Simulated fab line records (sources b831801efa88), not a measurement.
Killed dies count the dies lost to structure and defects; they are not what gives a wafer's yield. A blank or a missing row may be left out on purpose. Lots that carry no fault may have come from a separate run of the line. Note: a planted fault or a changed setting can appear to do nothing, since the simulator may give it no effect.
A struck lot beside a sound one / flow gf180mcu / 18 out of 602 route steps
Sound: wafers L162.4, L162.5, L162.6. Wafers L173.2, L173.3, L173.5 were the ones struck. At the end, the cause is stated.
For every step that has rows: the tool of each side, followed by ch and its chambers, followed by its first start. Under that, the readings that differ: sound wafers / struck wafers / difference of the means / sigmas: that difference in standard deviations of wafers without a fault.
alike: readings whose means differ by less than 2 such deviations, and words and numbers that are the same on both sides. not compared: withheld readings, readings that some wafer has no value for, bounds like >300 that may hide the same value, and numbers for which the record gives no deviation and whose values overlap.
Wherever a step has rows on one side only, a row that says differs or no value, or a row with sigmas, the two part there. Numbers that don't overlap but have no deviation are shown without sigmas and don't part them. Lack of a reading on every wafer of one side parts them only where that side has two or more wafers.

first, 1 step without rows for these wafers: GF_HV_LDD_CLEAN_51 (cleans in SC1/SC2, time 150 s).
GF_HV_LDD_RTA_52: time 10 s.
  sound on rtpAnneal-01 ch 0, day 14 04:04; struck on rtpAnneal-02 ch 0, day 17 19:37
reading=lampPowerPct (%); sound=32.9 33.0 33.0; struck=37.6 37.5 37.6; difference=+4.6; sigmas=+2
  alike: wafer_temp_C_max
GF_HV_LDD_RS_MEAS_53: a four-point-probe measurement.
  sound on filmMetro-04 at day 14 04:09; struck on filmMetro-03 at day 17 19:41
  alike: HV_LDD_RS
then, 1 step without rows for these wafers: GF_HV_LDD_CVD_54 (deposits SiO2 from TEOS, target thk 9.853 nm, time 75 s).
GF_HV_LDD_THK_MEAS_55:
  sound on filmMetro-03 at day 14 05:16; struck on filmMetro-03 at day 17 20:49
  alike: HV_LDD_CVD_54_THK
then, 1 step without rows for these wafers: GF_HV_LDD_CVD_56 (deposits Si3N4 from DCS/NH3, target thk 90 nm, time 1543 s).
GF_HV_LDD_THK_MEAS_57:
  sound on filmMetro-03 at day 14 06:45; struck on filmMetro-03 at day 17 22:19
  alike: HV_LDD_CVD_56_THK
GF_HV_LDD_ETCHBACK_58: etches Si3N4 in CH3F/O2, stops on SiO2, time 100 s, target depth 90 nm.
  sound on rieDiel-01 ch 0,1, day 14 06:47; struck on rieDiel-03 ch 1,2,3, day 17 22:22
  alike: biasW, drypumpMotorCurrentA, oesProductAu, throttleValvePct
  not compared: rfHoursCounterH
then, 4 steps without rows for these wafers: GF_NSD_DEHYDRATE_00 (time 60 s); GF_NSD_HMDS_01 (prime time 60 s); GF_NSD_COAT_02 (resist thk 1000 nm); GF_NSD_SOFTBAKE_03 (time 60 s).
GF_NSD_EXPOSE_04: exposes mask Nplus, target cd 400 nm.
  sound on ilineStepper-01 ch 0, day 14 17:32; struck on ilineStepper-01 ch 0, day 18 10:16
reading=model.NSD.overlayXNm (nm); sound=0.1293 0.1293 0.1293; struck=307.7 307.7 307.7; difference=+307.6; sigmas=
  alike: mask
then, 2 steps without rows for these wafers: GF_NSD_PEB_05; GF_NSD_DEVELOP_06 (develop time 60 s).
GF_NSD_CD_MEAS_07: target cd 400 nm.
  sound on cdSem-02 at day 15 03:57; struck on cdSem-01 at day 18 22:43
  alike: cdNm
GF_NSD_OVL_MEAS_08:
  sound on overlay-02 at day 15 04:02; struck on overlay-01 at day 18 23:01
reading=NSD_OVL (nm); sound=0.1 1.0 0.4; struck=309.5 309.6 308.5; difference=+308.7; sigmas=+99 or more
  not compared: hold
GF_PASSIVATION_PROBE_99:
  the record holds rows for the sound wafers here (prober-01, day 30 15:24) but none for the struck ones

== WHERE THEY PART ==
Last at GF_PASSIVATION_PROBE_99 as far as this record goes, first at GF_HV_LDD_RTA_52.

WHY: what had been put in by the simulator
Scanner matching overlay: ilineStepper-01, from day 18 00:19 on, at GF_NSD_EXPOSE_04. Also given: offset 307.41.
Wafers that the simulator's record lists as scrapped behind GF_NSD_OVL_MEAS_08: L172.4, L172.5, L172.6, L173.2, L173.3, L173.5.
